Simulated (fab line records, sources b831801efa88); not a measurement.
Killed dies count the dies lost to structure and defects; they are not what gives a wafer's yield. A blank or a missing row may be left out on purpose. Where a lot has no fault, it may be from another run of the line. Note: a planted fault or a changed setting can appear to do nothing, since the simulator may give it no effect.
A struck lot beside a sound one -- flow sky130 -- 17 out of 708 route steps
Sound: wafers L548.1, L548.3, L548.5. The struck wafers were L551.2, L551.4, L551.5. The cause comes at the end.
Order at every step that has rows: each side's tool, ch and its chambers, its first start. Under that, the readings that differ: sound wafers -- struck wafers -- difference of the means -- sigmas: that difference in standard deviations of wafers without a fault.
alike: a reading whose means differ by less than 2 such deviations, as well as words and numbers matching on both sides. not compared: withheld readings; readings where some wafer has no value; bounds like >300 that might hide an equal value; numbers whose values overlap and for which the record gives no deviation.
A row with sigmas, a row that says differs or no value, or rows on one side alone: a step with any of these is where the two part. Numbers that have no deviation but don't overlap get no sigmas and don't part them. A reading missing from all wafers of one side parts the sides only when that side holds two or more wafers.

SKY_VT_ADJUST_HVTR_OVL_MEAS_08:
  sound on overlay-01 at day 11 09:41; struck on overlay-01 at day 12 06:51
  alike: VT_ADJUST_HVTR_OVL
next, for these wafers, 1 step has no rows: SKY_VT_ADJUST_HVTR_IMPLANT_09.
SKY_VT_ADJUST_HVTR_STRIP_10: strips in O2/N2.
  sound on plasma-asher-03 ch 0,1, day 11 09:52; struck on plasma-asher-01 ch 1, day 12 07:02
  alike: drypump-motor-current-A, o2-flow-sccm, oes-product-au, strip-time-to-endpoint-s
  not compared: rf-hours-counter-h
SKY_VT_ADJUST_HVTR_TW_MEAS_11:
  sound on film-metro-01 at day 11 09:58; struck on film-metro-02 at day 12 07:08
  alike: VT_ADJUST_HVTR_TW
then, 7 steps without rows for these wafers: SKY_VT_ADJUST_PCH_DEHYDRATE_00 (time 60 s); SKY_VT_ADJUST_PCH_HMDS_01 (prime time 60 s); SKY_VT_ADJUST_PCH_COAT_02 (resist thk 3000 nm); SKY_VT_ADJUST_PCH_SOFTBAKE_03; SKY_VT_ADJUST_PCH_EXPOSE_04 (exposes mask NWM, target cd 840 nm); SKY_VT_ADJUST_PCH_PEB_05; SKY_VT_ADJUST_PCH_DEVELOP_06 (develop time 60 s).
SKY_VT_ADJUST_PCH_OVL_MEAS_07:
  sound on overlay-02 at day 12 08:36; struck on overlay-01 at day 13 07:05
reading,sound,struck,difference,sigmas
VT_ADJUST_PCH_OVL (nm),-0.4 -0.4 -1.8,2.2 1.7 1.5,+2.7,+2
SKY_VT_ADJUST_PCH_IMPLANT_08:
  sound on implanter-01 ch 0, day 12 08:38; struck on implanter-02 ch 0, day 13 07:08
reading,sound,struck,difference,sigmas
dose-ions-cm2,5e+11 4.999e+11 5.003e+11,2.252e+11 2.245e+11 2.25e+11,-2.752e+11,-99 or more
faraday-current-uA,2.77 2.85 2.80,1.26 1.31 1.26,-1.53,-27
  alike: beam-energy-keV, beam-on-s
SKY_VT_ADJUST_PCH_STRIP_09: strips in O2/N2.
  sound on plasma-asher-02 ch 0,1, day 12 08:47; struck on plasma-asher-03 ch 0,1, day 13 07:16
  alike: drypump-motor-current-A, o2-flow-sccm, oes-product-au, strip-time-to-endpoint-s
  not compared: rf-hours-counter-h
SKY_VT_ADJUST_PCH_TW_MEAS_10:
  sound on film-metro-04 at day 12 08:53; struck on film-metro-04 at day 13 07:23
reading,sound,struck,difference,sigmas
VT_ADJUST_PCH_TW,144.5 144.1 144.7,118.8 118.5 118.4,-25.9,-24
then, 1 step without rows for these wafers: SKY_SONOS_TUNNEL_DEHYDRATE_00 (time 60 s).
-- record jumps: 35 days separate the struck wafers' starts on either side; left off in module SONOS_TUNNEL, taken up again in module PAD_OPEN, whose first shown step is the route's number 708 --
SKY_PAD_OPEN_PROBE_99:
  sound on prober-02 at day 47 09:37; struck on prober-01 at day 48 04:54
reading,sound,struck,difference,sigmas
model.etest.nfet_16v.r-on-ohm-um,1.44e+04 1.438e+04 1.42e+04,1.372e+04 1.373e+04 1.366e+04,-6.233e+02,
model.etest.pfet-g5v0d10v5.r-on-ohm-um,4740 4782 4797,4968 4947 4844,+147,
model.etest.pfet-g5v0d10v5.drive-ua-um,344.1 341.9 344.7,324.6 325.3 330.9,-16.6,
model.etest.pfet_01v8_lvt.drive-ua-um,173.2 175.9 173.1,166.5 168.8 166.1,-6.9,
model.etest.pfet_01v8_lvt.off-log10-a-um,-8.794 -8.63 -8.668,-9.907 -9.711 -9.884,-1.137,
model.etest.pfet-g5v0d10v5.off-log10-a-um,-12.32 -12.56 -12.32,-13.42 -13.48 -13.58,-1.09,
model.etest.ring_5v.delay-ps,44.39 44.27 44.44,45.41 44.93 45.15,+0.80,
model.etest.pfet_01v8_mvt.off-log10-a-um,-10.47 -10.64 -10.52,-11.34 -11.28 -11.16,-0.72,
  alike: killed_at_M0_to_M3, killed_at_M4_up, killed-at-contacts, killed-at-front-end, killed-at-other, killed-dies, killed-on-rim, killed-open, killed-short

WHERE THEY PART
Last at SKY_VT_ADJUST_PCH_TW_MEAS_10 as far as this record goes, first at SKY_VT_ADJUST_PCH_OVL_MEAS_07. Later steps at which nothing parts them and some readings are alike: SKY_PAD_OPEN_PROBE_99.

WHY: the cause the simulator had injected
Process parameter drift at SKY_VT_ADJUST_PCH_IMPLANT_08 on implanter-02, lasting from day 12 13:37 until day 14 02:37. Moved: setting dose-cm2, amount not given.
